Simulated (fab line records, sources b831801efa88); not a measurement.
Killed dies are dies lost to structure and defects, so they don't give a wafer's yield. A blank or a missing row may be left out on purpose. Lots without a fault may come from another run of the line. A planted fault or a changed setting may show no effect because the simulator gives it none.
A struck lot beside a sound one | flow sky130 | 14 steps out of a route of 708
Sound: wafers L716.1, L716.3, L716.6. Struck: wafers L714.1, L714.4, L714.6. The cause comes at the end.
At each step with rows: each side's tool, then ch and its chambers, then its first start. Under that, the readings that differ: sound wafers | struck wafers | difference of the means | sigmas: that difference in standard deviations of wafers without a fault.
alike: readings whose means differ by less than 2 such deviations, and words and numbers that are the same on both sides. not compared: withheld readings, readings that some wafer has no value for, bounds like >300 that may hide the same value, and numbers for which the record gives no deviation and whose values overlap.
The two part at a step that has a row with sigmas, a row that says differs or no value, or rows on one side only. Numbers that don't overlap but have no deviation are shown without sigmas and don't part them. A reading that every wafer of one side lacks parts them only if that side has two wafers or more.

first, 3 steps without rows for these wafers: SKY_FIELD_ISO_CLEAN_20 (cleans in dHF, time 20 s); SKY_FIELD_ISO_WET_ETCH_21 (etches SiO2 in dHF, target depth 20 nm, time 400 s); SKY_FIELD_ISO_OXIDATION_22 (stabilise 600 s, purge 300 s, target thk 10 nm).
SKY_FIELD_ISO_THK_MEAS_23:
  sound on film_metro-01, day 6 21:09; struck on film_metro-01, day 6 11:51
  alike: FIELD_ISO_OXIDATION_01_THK
then, 1 step without rows for these wafers: SKY_FIELD_ISO_CVD_24 (deposits SiO2, target thk 595 nm, time 99.2 s).
SKY_FIELD_ISO_THK_MEAS_25:
  sound on film_metro-02, day 6 21:17; struck on film_metro-04, day 6 11:59
  alike: FIELD_ISO_CVD_24_THK
then, 1 step without rows for these wafers: SKY_FIELD_ISO_ANNEAL_26 (time 1800 s).
SKY_FIELD_ISO_CMP_27: polishes, stops on Si3N4, t overpolish 16 s, target thk 457.8 nm.
  sound on cmp-01 ch 2,3, day 6 23:38; struck on cmp-02 ch 1,2,3, day 6 16:04
  alike: motor_current_A, overpolish_run_s, platen_rpm, time_to_endpoint_s
then, 4 steps without rows for these wafers: SKY_FIELD_ISO_WET_ETCH_28 (etches SiO2 in dHF, target depth 23.7 nm, time 47 s); SKY_FIELD_ISO_WET_ETCH_29 (etches Si3N4 in H3PO4, target depth 160 nm, time 1825 s); SKY_FIELD_ISO_WET_ETCH_30 (etches SiO2 in dHF, target depth 25 nm, time 50 s); SKY_NWELL_CLEAN_00 (cleans in SC1/SC2, time 150 s).
SKY_NWELL_OXIDATION_01: stabilise 600 s, purge 300 s, target thk 10 nm.
  sound on furnace-02 ch 0, day 7 00:30; struck on furnace-01, day 6 17:39
  no value came back on the struck wafers for any of 7 readings (ox_temp_c (C), ox_temp_c_max and others); on the sound wafers ox_temp_c (C) reads 899.9 899.5 899.3
then, 1 step without rows for these wafers: SKY_DNWELL_DEHYDRATE_00 (time 60 s).

WHERE THEY PART
Only at SKY_NWELL_OXIDATION_01, within this record.

WHY: what the simulator had put in
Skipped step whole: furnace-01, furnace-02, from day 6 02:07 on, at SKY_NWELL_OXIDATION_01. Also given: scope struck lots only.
